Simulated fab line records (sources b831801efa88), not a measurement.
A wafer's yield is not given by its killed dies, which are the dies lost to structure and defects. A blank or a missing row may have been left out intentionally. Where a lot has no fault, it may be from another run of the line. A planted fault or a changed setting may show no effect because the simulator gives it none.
2 desks looking at one fault ; flow gf180mcu ; every desk sees just its own numbers, and what lay behind them comes last

DESK OF THE TOOL OWNER: krf_scanner-02
The tool's own readings at GF_M5_EXPOSE_04 (exposes mask Metal5, target cd 280 nm): means of the sampled wafers that have a number, for each lot that ran on this tool. Marked OUT: a lot whose mean sits more than 4 standard deviations from the usual mean, which makes it out of limits; the brackets give that distance.
Columns: A = exposure_dose_mJ_cm2 at GF_M5_EXPOSE_04, usual 28.02
lot;first seen here;A
L189;day 26 08:37;27.92
L192;day 27 00:28;27.95
L193;day 27 01:52;27.95
L197;day 28 10:14;27.94
L198;day 28 13:56;27.95
L204;day 30 15:13;27.95
L209;day 31 21:02;18.63 (-67) OUT
L210;day 32 00:28;18.66 (-67) OUT
This desk's verdict: out of limits on L209, L210, starting with L209 at day 31 21:02 (exposure_dose_mJ_cm2 at GF_M5_EXPOSE_04). L189, L192, L193, L197, L198, L204 stayed within limits.

METROLOGY DESK
What the gauges read, lot by lot, whatever tool the lot ran on: means of the sampled wafers that have a number. Marked OUT: a lot whose mean sits more than 4 standard deviations from the usual mean, which makes it out of limits; the brackets give that distance.
Columns: A = MIM_ALCU_THK at GF_MIM_THK_MEAS_11, usual 198.1 nm; B = cd_nm at GF_M5_CD_MEAS_07, usual 279.6 nm
lot;first seen here;A;B
L189;day 25 00:46;196.8;279.0
L192;day 25 17:30;196.5;278.2
L193;day 25 19:28;201.0;278.9
L195;day 26 09:59;196.9;279.3
L194;day 26 10:43;196.9;280.0
L197;day 27 04:10;198.0;280.3
L198;day 27 08:02;201.7;280.2
L200;day 27 23:44;195.4;279.2
L203;day 29 00:57;199.2;280.4
L204;day 29 08:46;199.9;278.7
L209;day 30 19:02;194.9;341.7 (+62) OUT
L210;day 30 22:14;197.7;340.3 (+61) OUT
L211;day 31 06:31;202.5;279.5
This desk's verdict: out of limits on L209, L210, starting with L209 at day 32 05:41 (cd_nm at GF_M5_CD_MEAS_07). L189, L192, L193, L195, L194, L197, L198, L200, L203, L204, L211 stayed within limits.

ALL TOGETHER
An alarm could have come from the tool owner's desk at day 31 21:02, on L209, L210.
The metrology desk could have raised an alarm at day 32 05:41, on L209, L210.
Every lot named ran GF_M5_EXPOSE_04 on krf_scanner-02.

WHAT WAS PUT IN BY THE SIMULATOR
Process parameter drift: krf_scanner-02, from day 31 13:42 on, at GF_M5_EXPOSE_04. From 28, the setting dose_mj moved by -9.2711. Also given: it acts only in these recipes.
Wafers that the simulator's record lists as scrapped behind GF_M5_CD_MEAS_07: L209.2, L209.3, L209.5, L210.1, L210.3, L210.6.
Lots struck among those shown: L209, L210.
Fault start to first reading out of limits, in hours, per desk: tool owner, 7; metrology, 16.
